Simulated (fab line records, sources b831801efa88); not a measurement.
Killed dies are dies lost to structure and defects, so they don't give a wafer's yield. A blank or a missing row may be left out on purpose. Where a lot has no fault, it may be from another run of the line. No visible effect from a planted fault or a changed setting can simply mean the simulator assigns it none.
2 desks, one fault || flow gf180mcu || numbers are kept per desk, each desk with only its own; the story behind them comes last

== THE TOOL OWNER'S DESK: implanter-02 ==
For each lot that ran on this tool, the mean over its sampled wafers that have a number, from the tool's own readings at GF_VT_IMPLANT_IMPLANT_30. The brackets show how far a lot's mean lies from the usual mean; more than 4 standard deviations puts the lot out of limits, marked OUT.
Columns: A = dose ions cm2 at GF_VT_IMPLANT_IMPLANT_30, usual 2.5339e+12
{"lot": "L391", "first seen here": "day 7 18:43", "A": 2.5334e+12}
{"lot": "L393", "first seen here": "day 8 01:23", "A": 2.5362e+12}
{"lot": "L398", "first seen here": "day 9 07:29", "A": "2.5048e+12 (-10) OUT"}
{"lot": "L400", "first seen here": "day 9 16:29", "A": "2.5013e+12 (-11) OUT"}
This desk's verdict: out of limits on L398, L400, starting with L398 at day 9 07:29 (dose ions cm2 at GF_VT_IMPLANT_IMPLANT_30). L391, L393: within limits.

== FROM THE METROLOGY DESK ==
Lot by lot, what the gauges showed, no matter which tool ran the lot: averages of those sampled wafers that carry a number. The brackets show how far a lot's mean lies from the usual mean; more than 4 standard deviations puts the lot out of limits, marked OUT.
Columns: A = cd nm at GF_CONTACT_CD_MEAS_14, usual 219.6 nm; B = cd nm at GF_V3_CD_MEAS_14, usual 259.9 nm
{"lot": "L389", "first seen here": "day 16 02:14", "A": 221.2, "B": 260.2}
{"lot": "L390", "first seen here": "day 17 03:08", "A": 220.0, "B": 259.1}
{"lot": "L391", "first seen here": "day 17 06:42", "A": 221.6, "B": 259.1}
{"lot": "L393", "first seen here": "day 17 21:52", "A": 218.9, "B": 260.0}
{"lot": "L395", "first seen here": "day 18 02:07", "A": 219.8, "B": 260.4}
{"lot": "L397", "first seen here": "day 18 19:29", "A": 221.0, "B": 261.3}
{"lot": "L398", "first seen here": "day 19 05:02", "A": 221.5, "B": 260.7}
{"lot": "L399", "first seen here": "day 19 10:58", "A": 220.3, "B": 260.3}
{"lot": "L400", "first seen here": "day 19 20:00", "A": 219.9, "B": 259.2}
{"lot": "L406", "first seen here": "day 22 01:54", "A": 218.4, "B": 258.9}
{"lot": "L407", "first seen here": "day 22 15:43", "A": 219.7, "B": 260.6}
{"lot": "L408", "first seen here": "day 23 00:12", "A": 217.9, "B": 258.9}
{"lot": "L409", "first seen here": "day 23 07:48", "A": 217.6, "B": 258.9}
{"lot": "L411", "first seen here": "day 23 19:06", "A": 220.2, "B": 261.1}
Result from this desk: across the 14 lots, nothing is out of limits.

== PUT TOGETHER ==
The tool owner's desk had the chance to raise an alarm at day 9 07:29 on L398, L400.
At the metrology desk, nothing out of limits was observed.
The metrology desk has L398, L400 on record, within its limits.
The lots listed all ran GF_VT_IMPLANT_IMPLANT_30 on implanter-02.

== WHAT WAS PUT IN BY THE SIMULATOR ==
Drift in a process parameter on implanter-02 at GF_VT_IMPLANT_IMPLANT_30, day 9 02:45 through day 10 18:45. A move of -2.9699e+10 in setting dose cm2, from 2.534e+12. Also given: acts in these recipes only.
Struck lots among those shown: L398, L400.
Delay in hours, fault start to first out-of-limits reading, by desk: the tool owner's desk at 5.
